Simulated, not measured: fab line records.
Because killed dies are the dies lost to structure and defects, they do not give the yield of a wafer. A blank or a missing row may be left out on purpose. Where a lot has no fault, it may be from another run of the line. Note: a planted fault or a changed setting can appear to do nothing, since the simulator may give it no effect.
A struck lot beside a sound one :: flow gf180mcu :: 17 out of 602 route steps
Sound: the wafers L139.1, L139.2, L139.5. Struck: wafer L133.6. (L133.2 of the same lot was not struck and is left out.) The cause comes at the end.
For every step that has rows: the tool of each side, followed by ch and its chambers, followed by its first start. Under that, the readings that differ: sound wafers :: struck wafers :: difference of the means :: sigmas: that difference in standard deviations of wafers without a fault.
alike: a reading whose means differ by less than 2 such deviations, as well as words and numbers matching on both sides. not compared: withheld readings; readings where some wafer has no value; bounds like >300 that might hide an equal value; numbers whose values overlap and for which the record gives no deviation.
Wherever a step has rows on one side only, a row that says differs or no value, or a row with sigmas, the two part there. Numbers that have no deviation but don't overlap get no sigmas and don't part them. Lack of a reading on every wafer of one side parts them only where that side has two or more wafers.

first, 4 steps without rows for these wafers: GF_M1_SOFTBAKE_10 (time 60 s); GF_M1_EXPOSE_11 (exposes mask Metal1, target cd 230 nm); GF_M1_PEB_12 (peb time 90 s); GF_M1_DEVELOP_13 (develop time 60 s).
GF_M1_CD_MEAS_14: target cd 230 nm.
  sound on cd_sem-02 at day 23 21:11; struck on cd_sem-01 at day 22 03:22
  alike: cd_nm
GF_M1_OVL_MEAS_15:
  sound on overlay-02 at day 23 21:18; struck on overlay-01 at day 22 03:28
  alike: M1_OVL
GF_M1_METAL_ETCH_16: etches the open film in Cl2/BCl3, stops on SiO2, target depth 750.8 nm, time 125.1 s.
  sound on rie_metal-04 ch 0,1, day 23 21:20; struck on rie_metal-02 ch 0, day 22 03:30
  alike: drypump_motor_current_A, oes_product_au, throttle_valve_pct
  not compared: rf_hours_counter_h
GF_M1_STRIP_17: strips in O2/N2.
  sound on plasma_asher-02 ch 0,1, day 23 21:28; struck on plasma_asher-02 ch 0, day 22 03:38
  alike: drypump_motor_current_A, heater_power_w, n2_flow_sccm, oes_product_au, strip_time_to_endpoint_s
  not compared: rf_hours_counter_h
then, 3 steps without rows for these wafers: GF_M1_STRIP_18 (strips in post etch residue remover, time 1200 s); GF_M1_CLEAN_19 (cleans in DIW); GF_V1_CVD_00 (deposits SiO2, target thk 600 nm, time 100 s).
GF_V1_THK_MEAS_01:
  sound on film_metro-03 at day 23 22:05; struck on film_metro-01 at day 22 04:14
  alike: V1_CVD_00_THK
GF_V1_CVD_02: deposits SiO2 from TEOS, target thk 850 nm, time 94.851 s.
  sound on pecvd-01 ch 1,2, day 23 22:08; struck on pecvd-04 ch 2, day 22 04:17
reading: run_length_s (s)
sound: 123.7 123.4 123.1
struck: 127.4
difference: +4.0
sigmas: +9

reading: model.SiO2_of_V1_CVD_02.thk_nm (nm)
sound: 838.8 829.1 840
struck: 891.1
difference: +55.1
sigmas: 
  alike: heater_power_w
GF_V1_THK_MEAS_03:
  sound on film_metro-03 at day 23 22:13; struck on film_metro-03 at day 22 04:36
reading: V1_CVD_02_THK (nm)
sound: 839 829 840
struck: 891
difference: +55
sigmas: +5
  not compared: hold
GF_V1_CMP_04: polishes SiO2.
  sound on cmp-01 ch 1,2, day 23 22:16; struck on cmp-02 ch 0, day 22 10:44
reading: hold
sound: - - -
struck: await_dispo/5.7h/release
difference: no value on the sound wafers
sigmas: 

reading: time_to_endpoint_s (s)
sound: 78 66 78
struck: 109
difference: +35
sigmas: +6
  alike: motor_current_A
GF_V1_BOW_MEAS_05:
  sound on film_metro-01 at day 23 22:34; struck on film_metro-04 at day 22 11:04
  alike: V1_BOW
-- the record jumps here: 11 days lie between the struck wafers' starts before and after (it left off in module V1 and takes up again in module PASSIVATION, whose first step shown is number 602 of the route) --
GF_PASSIVATION_PROBE_99:
  only the struck wafers here have rows in the record (prober-01, day 32 23:56); the sound ones have none

== WHERE THEY PART ==
First at GF_V1_CVD_02; last, within this record, at GF_PASSIVATION_PROBE_99.

WHY: the cause the simulator had injected
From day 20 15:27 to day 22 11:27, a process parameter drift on pecvd-04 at GF_V1_CVD_02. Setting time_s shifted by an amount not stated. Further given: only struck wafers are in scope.
